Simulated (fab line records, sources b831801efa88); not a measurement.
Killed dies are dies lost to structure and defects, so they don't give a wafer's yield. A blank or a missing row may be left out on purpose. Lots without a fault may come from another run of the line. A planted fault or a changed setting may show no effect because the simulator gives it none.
fab line records | flow sky130
record lots=5 wafers=15 last_day=50
route steps=708 shown GATE_OXIDE@192 POLY_GATE@204 RES_PROTECT@206 PAD_OPEN@708
lots that met no fault: from a run of the same line without faults
start_h: hours from the record's first day to the start of the lot's first wafer shown | wait_h: hours since the lot's step before | " the same as in the row above | L1.1+2: a row that stands for several wafers | - no value, or no start given | * or withheld: withheld | < > ~ a bound
route shown NAME@n: a module of which the file shows steps, and the number in the route of the first | usual: mean/standard deviation of fault-free wafers | same: alike in all rows | chamber/n: place in a boat | sites: the reading at each site | _std_site: their standard deviation | _edge_site: outer sites' mean less inner sites' | radius_mm: how far each site lies from the wafer's centre | mask NAME#n: copy n | behind: the tool/chamber that last shaped the wafer | hold: why the lot was held/for how many hours/how that ended | device: the transistor (n, p or np) that didn't switch | end of line: the same wafers' tests at the end of the route | a step without rows: its recipe alone | killed: dies lost to structure and defects at the first sort, not the wafer's yield | map: a wafer's dies, x killed, . not, _ none there
set.NAME: the setting as run; set.NAME@STEP: as run at that earlier step | model.NAME: the simulator's own value behind a step, which no gauge read
lots at some steps of the route; a table a step, a row a wafer
services: from which hour (start_h, from the record's first day; less than 0 if before it) a tool's chamber was out of use, for how many hours, and why
## steps
# step SKY_GATE_OXIDE_COAT_05
# recipe resist=NOVOLAK spin_rpm=3000 resist_thk_nm=1140
# step SKY_GATE_OXIDE_SOFTBAKE_06
# recipe temp_c=90 time_s=60 resist=NOVOLAK
# step SKY_GATE_OXIDE_EXPOSE_07
# recipe mask_id=LVOM na=0.6 source_shape=conventional sigma_outer=0.6 polarization=unpolarized target_cd_nm=600 dose_mj=170
# step SKY_GATE_OXIDE_PEB_08
# recipe temp_c=withheld time_s=* resist=NOVOLAK
# step SKY_GATE_OXIDE_DEVELOP_09
# recipe resist=NOVOLAK developer=TMAH develop_time_s=60 dev_temp_c=23
# step SKY_GATE_OXIDE_IMPLANT_11
# recipe species=B energy_kev=10 dose_cm2=2.6e+12 tilt_deg=withheld
# step SKY_GATE_OXIDE_WET_ETCH_12
# recipe chemistry=dHF target_depth_nm=16.8 dry=n2_spin target=SiO2 dilution=100:1 temp_c=25 time_s=336
# step SKY_GATE_OXIDE_STRIP_13
# recipe chemistry=O2/N2 power_w=1400 pressure_mtorr=1500 platen_temp_c=withheld o2_flow_sccm=3000 n2_flow_sccm=300 overash_fraction=0.5
# step SKY_GATE_OXIDE_CLEAN_15
# recipe chemistry=SC1/SC2 mix=1:4:20 temp_c=70 time_s=150 dry=n2_spin
# step SKY_GATE_OXIDE_OXIDATION_16
# recipe temp_c=800 ambient=O2 idle_temp_c=700 ramp_up_c_per_min=10 ramp_down_c_per_min=3 stabilise_s=600 purge_s=300 target_thk_a=35.7 ox_time_s=1915
# step SKY_POLY_GATE_CVD_00
# recipe material=poly-Si target_thk_nm=180 temp_c=620 time_s=720 pressure_mtorr=205.4
# usual spike_tc_centre_C=621.1/1.1 spike_tc_lower_C=620.6/0.96 spike_tc_upper_C=619.3/1.2 zone_power_bottom_pct=13.8/0.55 zone_power_centre_pct=9.4/0.43 zone_power_lower_pct=9.33/0.2 zone_power_top_pct=21.3/1.1 zone_power_upper_pct=8.5/0.46
# columns lot.wafer tool chamber start_h wait_h spike_tc_centre_C spike_tc_lower_C spike_tc_upper_C zone_power_bottom_pct zone_power_centre_pct zone_power_lower_pct zone_power_top_pct zone_power_upper_pct model.poly-Si_of_POLY_GATE_CVD_00.thk_nm
L522.1 lpcvd-01 0 367.76 0.0 621.2 620.1 618.0 14.6 9.9 9.20 22.0 9.0 184.3
L522.5 " 0 " " 620.2 621.4 618.6 14.2 9.8 9.34 21.8 8.6 183.4
L522.6 " 0 " " 621.7 620.6 618.5 14.3 9.7 9.19 22.1 8.9 184.5
L527.1 lpcvd-01 0 411.06 0.0 625.7 619.7 568.0 14.2 14.3 8.56 29.1 0.0 183.7
L527.4 " 0 " " 627.4 619.2 567.3 14.6 13.8 8.70 28.8 0.0 179.9
L527.5 " 0 " " 628.5 619.3 567.1 14.2 14.0 8.62 28.4 0.0 178.6
L528.2 lpcvd-01 1 423.97 0.0 630.6 621.1 569.6 13.2 13.0 9.01 25.3 0.0 113.3
L528.4 " 1 " " 628.2 619.3 568.1 13.0 12.9 8.99 25.6 0.0 110.1
L528.5 " 1 " " 628.7 619.2 568.2 13.2 12.9 8.97 25.9 0.0 111.8
L529.1 lpcvd-01 0 428.15 0.0 629.0 620.1 567.2 14.2 14.2 8.56 28.9 0.0 120.4
L529.2 " 0 " " 626.2 618.5 567.6 14.5 14.4 8.56 28.2 0.0 114.2
L529.4 " 0 " " 628.2 619.6 566.6 14.9 14.2 8.52 28.0 0.0 108.7
L537.2 lpcvd-01 1 490.04 0.0 621.0 621.2 622.1 13.1 8.9 9.66 19.9 7.8 183.1
L537.3 " 1 " " 622.2 621.0 620.2 13.1 8.8 9.49 20.1 7.9 183.3
L537.5 " 1 " " 621.0 620.2 619.9 13.1 8.8 9.64 19.5 7.9 182.1
# step SKY_POLY_GATE_THK_MEAS_01
# recipe reads=poly-Si_of_POLY_GATE_CVD_00
# usual POLY_GATE_CVD_00_THK=183.1/1.6
# columns lot.wafer tool chamber start_h wait_h POLY_GATE_CVD_00_THK[nm]
L522.1 film_metro-04 - 368.96 0.0 184.4
L522.5 " - " " 183.3
L522.6 " - " " 184.3
L527.1 film_metro-01 - 412.86 0.0 183.7
L527.4 " - " " 179.9
L527.5 " - " " 178.5
L528.2 film_metro-02 - 425.18 0.0 113.4
L528.4 " - " " 110.2
L528.5 " - " " 111.8
L529.1 film_metro-04 - 429.35 0.0 120.3
L529.2 " - " " 114.3
L529.4 " - " " 108.7
L537.2 film_metro-02 - 491.25 0.0 183.2
L537.3 " - " " 183.2
L537.5 " - " " 182.2
# step SKY_RES_PROTECT_DEHYDRATE_00
# recipe temp_c=200 time_s=60
# step SKY_RES_PROTECT_HMDS_01
# recipe prime_time_s=60 prime_temp_c=120
# step SKY_RES_PROTECT_COAT_02
# recipe resist=NOVOLAK spin_rpm=3000 resist_thk_nm=1140
# step SKY_RES_PROTECT_SOFTBAKE_03
# recipe temp_c=90 time_s=60 resist=NOVOLAK
# step SKY_RES_PROTECT_EXPOSE_04
# recipe mask_id=RPM na=0.6 source_shape=conventional sigma_outer=0.6 polarization=unpolarized target_cd_nm=1270 dose_mj=131
# step SKY_RES_PROTECT_PEB_05
# recipe temp_c=withheld time_s=* resist=NOVOLAK
# step SKY_RES_PROTECT_DEVELOP_06
# recipe resist=NOVOLAK developer=TMAH develop_time_s=60 dev_temp_c=23
# step SKY_POLY_GATE_IMPLANT_02
# recipe species=P energy_kev=30 dose_cm2=7.7e+15 tilt_deg=0
# step SKY_RES_PROTECT_STRIP_07
# recipe chemistry=O2/N2 power_w=1400 pressure_mtorr=1500 platen_temp_c=withheld o2_flow_sccm=3000 n2_flow_sccm=300 overash_fraction=0.5
# step SKY_RES_PROTECT_CLEAN_09
# recipe chemistry=SC1/SC2 mix=1:4:20 temp_c=70 time_s=150 dry=n2_spin
# columns lot.wafer tool chamber start_h wait_h model.poly-Si_of_POLY_GATE_CVD_00.thk_nm
L522.1 wet_bench-04 2 398.55 0.1 183.7
L522.5 " 2 " " 182.8
L522.6 " 2 " " 183.9
L527.1 wet_bench-04 0 443.95 0.1 183.1
L527.4 " 0 " " 179.3
L527.5 " 0 " " 178
L528.2 wet_bench-02 1 455.85 0.0 112.7
L528.4 " 1 " " 109.5
L528.5 " 1 " " 111.2
L529.1 wet_bench-02 3 459.83 0.1 119.7
L529.2 " 3 " " 113.6
L529.4 " 3 " " 108.1
L537.2 wet_bench-01 0 521.91 0.0 182.5
L537.3 " 0 " " 182.7
L537.5 " 0 " " 181.5
# step SKY_POLY_GATE_CVD_03
# recipe material=Si3N4 precursor=DCS/NH3 target_thk_nm=75 temp_c=770 time_s=1290 pressure_mtorr=250
# step SKY_POLY_GATE_DEHYDRATE_05
# recipe temp_c=200 time_s=60
# step SKY_POLY_GATE_HMDS_06
# recipe prime_time_s=60 prime_temp_c=120
# step SKY_POLY_GATE_COAT_07
# recipe resist=BARC temp_c=withheld time_s=withheld spin_rpm=3000 resist_thk_nm=110
# step SKY_POLY_GATE_COAT_08
# recipe resist=KrF-thick spin_rpm=3000 resist_thk_nm=450
# step SKY_POLY_GATE_SOFTBAKE_09
# recipe temp_c=100 time_s=90 resist=KrF-thick
# step SKY_POLY_GATE_EXPOSE_10
# recipe mask_id=P1M na=0.68 source_shape=conventional sigma_outer=0.6 target_cd_nm=150 dose_mj=28
# step SKY_POLY_GATE_PEB_11
# recipe peb_temp_c=withheld peb_time_s=withheld resist=KrF-thick
# step SKY_POLY_GATE_DEVELOP_12
# recipe develop_time_s=60 resist=KrF-thick dev_temp_c=22.14
# step SKY_POLY_GATE_ETCH_15
# recipe chemistry=N2/H2 target=BARC ion_energy_ev=200 source_w=500 bias_w=100 pressure_mtorr=30 n2_flow_sccm=100 h2_flow_sccm=200 stop_on=SiO2 time_s=118.5 target_depth_a=1100
# step SKY_POLY_GATE_ETCH_16
# recipe stop_on=poly-Si chemistry=CH3F/O2 target=Si3N4 source_w=400 bias_w=80 pressure_mtorr=25 ch3f_flow_sccm=40 O2_flow_sccm=30 time_s=147.5 target_depth_a=750
# step SKY_POLY_GATE_ETCH_17
# recipe target_depth_nm=180 stop_on=SiO2 over_etch_frac=0.56667 chemistry=HBr/Cl2 target=poly-Si icp_w=400 bias_w=100 pressure_mtorr=10 HBr_flow_sccm=150 Cl2_flow_sccm=50 time_s=70.5
# usual bias_w=100.06/0.28 drypump_motor_current_A=5.7/0.55 oes_product_au=0.990/0.0065 throttle_valve_pct=33.684/0.0084
# columns lot.wafer tool chamber start_h wait_h bias_w drypump_motor_current_A oes_product_au rf_hours_counter_h throttle_valve_pct model.etch.depth_nm model.POLY_GATE.feature_depth_nm
L522.1 rie_si-02 2 431.34 0.0 100.35 4.7 0.991 34 33.682 176.8 176.8
L522.5 " 1 " " 100.43 4.9 0.989 - 33.682 177.6 177.6
L522.6 " 2 " " 100.30 4.7 0.981 - 33.692 177.5 177.5
L527.1 rie_si-02 0 477.11 0.0 99.87 6.7 0.993 2 33.692 180.3 180.3
L527.4 " 2 " " 100.17 4.8 0.977 34 33.686 177.9 177.9
L527.5 " 2 " " 100.08 4.8 0.979 - 33.680 178 178
L528.2 rie_si-01 3 488.49 0.0 99.97 6.0 0.721 3 33.673 112.7 112.7
L528.4 " 0 " " 99.62 5.7 0.713 7 33.700 109.5 109.5
L528.5 " 1 " " 100.47 5.7 0.718 - 33.676 111.2 111.2
L529.1 rie_si-02 3 495.66 0.0 100.24 6.4 0.751 48 33.690 119.7 119.7
L529.2 " 0 " " 100.15 6.7 0.734 2 33.665 113.6 113.6
L529.4 " 2 " " 99.68 4.7 0.705 34 33.705 108.1 108.1
L537.2 rie_si-02 0 553.24 0.0 99.73 6.7 0.983 2 33.693 179.8 179.8
L537.3 " 2 " " 100.48 4.8 0.988 35 33.667 179.8 179.8
L537.5 " 3 " " 100.20 6.4 0.998 - 33.678 181.5 181.5
# step SKY_POLY_GATE_STRIP_18
# recipe chemistry=O2/N2 power_w=1400 pressure_mtorr=1500 platen_temp_c=withheld o2_flow_sccm=3000 n2_flow_sccm=300 overash_fraction=0.5
# step SKY_PAD_OPEN_PROBE_99
# usual killed_at_M0_to_M3=43/6.5 killed_at_M4_up=3.2/1.8 killed_at_contacts=24/5 killed_at_front_end=15/4.1 killed_at_other=0.3/0.54 killed_dies=85/9.3 killed_open=47/7.2 killed_short=39/5.9
# same gross_dies=492 killed_at_back_side=0
# columns lot.wafer tool chamber start_h wait_h killed_at_M0_to_M3 killed_at_M4_up killed_at_contacts killed_at_front_end killed_at_other killed_dies killed_open killed_short model.etest.res_high_po.line_ohm_um model.etest.pfet_01v8.r_on_ohm_um model.etest.res_poly.line_ohm_um model.etest.tip_p.rs_ohm_sq model.etest.tip_sonos.rs_ohm_sq model.etest.res_high_po.rs_ohm_sq model.etest.nfet_01v8_lvt.drive_ua_um model.etest.nfet_01v8.drive_ua_um
L522.1 prober-01 - 1119.92 0.1 49 3 31 10 2 95 45 49 740 2912 491.3 6770 2702 257.2 558.7 486.6
L522.5 prober-01 - 1120.12 0.2 47 2 22 14 0 85 42 43 730.9 2871 506.4 6759 2664 257.2 582.1 518.3
L522.6 prober-01 - 1120.17 0.2 39 2 31 17 1 90 52 37 738.5 2905 496.9 6807 2691 261.9 572.7 503
L527.1 prober-02 - 1146.70 0.1 45 3 33 17 1 99 64 35 710.1 2883 489.2 6828 2688 250.2 602.8 530.6
L527.4 prober-02 - 1146.85 0.2 43 3 24 11 0 81 49 32 710.4 2796 492.9 6816 2688 250.6 622.6 544.3
L527.5 prober-02 - 1146.90 0.2 35 4 24 9 0 72 36 36 731.5 2799 510.1 6815 2648 254.7 603.5 525
L528.2 prober-01 - 1152.51 0.1 49 2 18 17 0 86 46 40 1113 2977 813.9 7036 2527 393.4 604.2 530.6
L528.4 prober-01 - 1152.61 0.2 43 4 29 16 1 93 41 51 1177 3180 836.2 7160 2510 412.3 604 533.9
L528.5 prober-01 - 1152.66 0.2 54 2 25 24 0 105 49 56 1159 3087 832.7 7038 2522 410.8 590.4 516.4
L529.1 prober-01 - 1159.11 0.1 53 2 23 15 0 93 52 41 1101 2862 778 6823 2510 385.6 615.6 542.1
L529.2 prober-01 - 1159.16 0.1 48 4 29 14 0 95 55 40 1161 3168 820.5 7177 2550 406.1 629.2 564.1
L529.4 prober-01 - 1159.26 0.2 34 5 38 17 0 94 60 34 1215 3942 878.4 7859 2500 419.3 712.3 632.3
L537.2 prober-02 - 1189.34 0.1 42 4 26 10 0 82 44 38 733.5 2890 508.8 6858 2553 254.9 575.2 507.2
L537.3 prober-02 - 1189.39 0.2 49 3 29 23 0 104 55 49 742.3 2901 501.6 6840 2578 256.2 578.4 510.8
L537.5 prober-02 - 1189.49 0.2 44 1 22 10 1 78 41 37 737.1 2916 508 6865 2572 257.9 566.8 496.2
# killed by level:class
L522.1 CONTACT:geometric_particle:open=12 VIA1:geometric_particle:open=11 VIA1:geometric_particle:short=9 CONTACT:geometric_particle:short=6 METAL2:geometric_particle:short=6 LI_CONTACT:geometric_particle:open=5 POLY_GATE:geometric_particle:open=4 VIA3:geometric_particle:open=4
L522.5 METAL1:geometric_particle:short=10 VIA1:geometric_particle:open=9 CONTACT:geometric_particle:open=7 VIA1:geometric_particle:short=7 VIA3:geometric_particle:open=7 LI_CONTACT:geometric_particle:open=6 LI_CONTACT:geometric_particle:short=4 METAL2:geometric_particle:short=4
L522.6 LI_CONTACT:geometric_particle:open=9 CONTACT:geometric_particle:open=9 VIA3:geometric_particle:open=8 CONTACT:geometric_particle:short=7 METAL2:geometric_particle:short=7 VIA2:geometric_particle:open=7 FIELD_ISO:geometric_particle:open=5 POLY_GATE:geometric_particle:short=5
L527.1 VIA1:geometric_particle:open=14 CONTACT:geometric_particle:open=11 LI_CONTACT:geometric_particle:open=10 VIA2:geometric_particle:open=8 LI_CONTACT:geometric_particle:short=7 FIELD_ISO:geometric_particle:open=5 VIA1:geometric_particle:short=5 POLY_GATE:geometric_particle:short=4
L527.4 VIA1:geometric_particle:open=15 LI_CONTACT:geometric_particle:open=11 VIA3:geometric_particle:open=5 METAL1:geometric_particle:short=5 CONTACT:geometric_particle:open=5 FIELD_ISO:geometric_particle:short=4 VIA2:geometric_particle:open=4 POLY_GATE:geometric_particle:open=3
L527.5 CONTACT:geometric_particle:open=8 VIA2:geometric_particle:open=8 METAL3:geometric_particle:short=7 LI_CONTACT:geometric_particle:open=7 METAL4:geometric_particle:short=4 METAL2:geometric_particle:short=4 VIA1:geometric_particle:open=4 CONTACT:geometric_particle:short=4
L528.2 METAL1:geometric_particle:short=10 VIA2:geometric_particle:open=8 CONTACT:geometric_particle:open=8 VIA1:geometric_particle:open=7 VIA3:geometric_particle:open=6 FIELD_ISO:geometric_particle:open=5 POLY_GATE:geometric_particle:short=5 POLY_GATE:geometric_particle:open=4
L528.4 CONTACT:geometric_particle:short=9 LOCAL_INTERCONNECT:geometric_particle:short=8 LI_CONTACT:geometric_particle:open=6 CONTACT:geometric_particle:open=6 VIA1:geometric_particle:open=6 VIA2:geometric_particle:open=6 METAL3:geometric_particle:short=6 POLY_GATE:geometric_particle:open=5
L528.5 VIA2:geometric_particle:open=10 CONTACT:geometric_particle:open=8 VIA1:geometric_particle:open=8 METAL1:geometric_particle:short=7 METAL2:geometric_particle:short=6 CONTACT:geometric_particle:short=6 VIA1:geometric_particle:short=6 FIELD_ISO:geometric_particle:open=5
L529.1 VIA1:geometric_particle:open=21 CONTACT:geometric_particle:open=8 LI_CONTACT:geometric_particle:open=8 FIELD_ISO:geometric_particle:short=6 VIA1:geometric_particle:short=6 VIA2:geometric_particle:short=6 VIA2:geometric_particle:open=5 FIELD_ISO:geometric_particle:open=4
L529.2 VIA2:geometric_particle:open=15 LI_CONTACT:geometric_particle:open=10 CONTACT:geometric_particle:open=9 VIA1:geometric_particle:open=7 METAL2:geometric_particle:short=7 FIELD_ISO:geometric_particle:short=5 VIA3:geometric_particle:open=5 LOCAL_INTERCONNECT:geometric_particle:short=4
L529.4 CONTACT:geometric_particle:open=18 VIA1:geometric_particle:open=9 LI_CONTACT:geometric_particle:open=8 VIA2:geometric_particle:open=8 FIELD_ISO:geometric_particle:open=6 LOCAL_INTERCONNECT:geometric_particle:short=6 POLY_GATE:geometric_particle:open=5 METAL4:geometric_particle:short=4
L537.2 CONTACT:geometric_particle:open=12 VIA1:geometric_particle:open=10 METAL2:geometric_particle:short=7 LI_CONTACT:geometric_particle:open=6 FIELD_ISO:geometric_particle:open=4 LOCAL_INTERCONNECT:geometric_particle:short=4 CONTACT:geometric_particle:short=4 VIA1:geometric_particle:short=4
L537.3 CONTACT:geometric_particle:open=13 VIA1:geometric_particle:open=12 METAL2:geometric_particle:short=10 FIELD_ISO:geometric_particle:open=6 VIA3:geometric_particle:open=6 FIELD_ISO:geometric_particle:short=5 LOCAL_INTERCONNECT:geometric_particle:short=5 VIA1:geometric_particle:short=5
L537.5 VIA1:geometric_particle:open=13 CONTACT:geometric_particle:open=8 CONTACT:geometric_particle:short=7 METAL2:geometric_particle:short=5 VIA2:geometric_particle:open=5 VIA3:geometric_particle:open=5 METAL1:geometric_particle:short=4 METAL3:geometric_particle:short=4
## services
# columns tool chamber start_h hours kind
rie_si-01 1 362.02 - clean
rie_si-01 1 362.02 14.6 scheduled_down
rie_si-01 1 362.02 14.6 vent_cycle
rie_si-02 - 387.54 0.6 repair
rie_si-01 0 403.31 1.2 repair
rie_si-01 - 519.46 0.3 repair
wet_bench-04 - 524.86 1.9 pm
rie_si-01 2 526.27 5.3 repair
rie_si-02 3 528.22 - clean
rie_si-02 3 528.22 15.5 scheduled_down
rie_si-02 3 528.22 15.5 vent_cycle
rie_si-01 - 535.81 0.1 repair
rie_si-02 2 542.65 6.9 repair
## key
first_sign step=SKY_POLY_GATE_CVD_00 reading=spike_tc_upper_C direction=down sigmas=42 usual=619.3 struck=567.8
effect step=SKY_POLY_GATE_CVD_00 reading=zone_power_upper_pct direction=down sigmas=18 usual=8.5 struck=0.0
effect step=SKY_POLY_GATE_THK_MEAS_01 reading=POLY_GATE_CVD_00_THK direction=down sigmas=30 usual=183.1 struck=135.7 wafers_moved=7
effect step=SKY_POLY_GATE_ETCH_17 reading=oes_product_au direction=down sigmas=28 usual=0.990 struck=0.810 wafers_moved=6
model_effect step=SKY_POLY_GATE_CVD_00 value=poly-Si_of_POLY_GATE_CVD_00.thk_nm without=183.2 struck=135.6
model_effect step=SKY_RES_PROTECT_CLEAN_09 value=poly-Si_of_POLY_GATE_CVD_00.thk_nm without=182.6 struck=135
model_effect step=SKY_POLY_GATE_ETCH_17 value=etch.depth_nm without=179 struck=134.5
model_effect step=SKY_PAD_OPEN_PROBE_99 value=etest.res_high_po.line_ohm_um without=735.7 struck=1009
met_at SKY_POLY_GATE_CVD_00
struck_wafers L527.1,L527.4,L527.5,L528.2,L528.4,L528.5,L529.1,L529.2,L529.4
tester_left_out L527,L528,L529
onset_between 367.76 411.06
fault kind=process_parameter_drift tool=lpcvd-01 chamber=- onset_h=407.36 steps=SKY_POLY_GATE_CVD_00 channel=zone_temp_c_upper offset=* shape=step end_h=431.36
# tester_left_out: of these lots the tester's yield and bins aren't shown, on N5 and GAA mostly nor the transistor test; their killed dies are dies lost to structure and defects alone, not to doping, threshold or leakage, so they don't give the yield
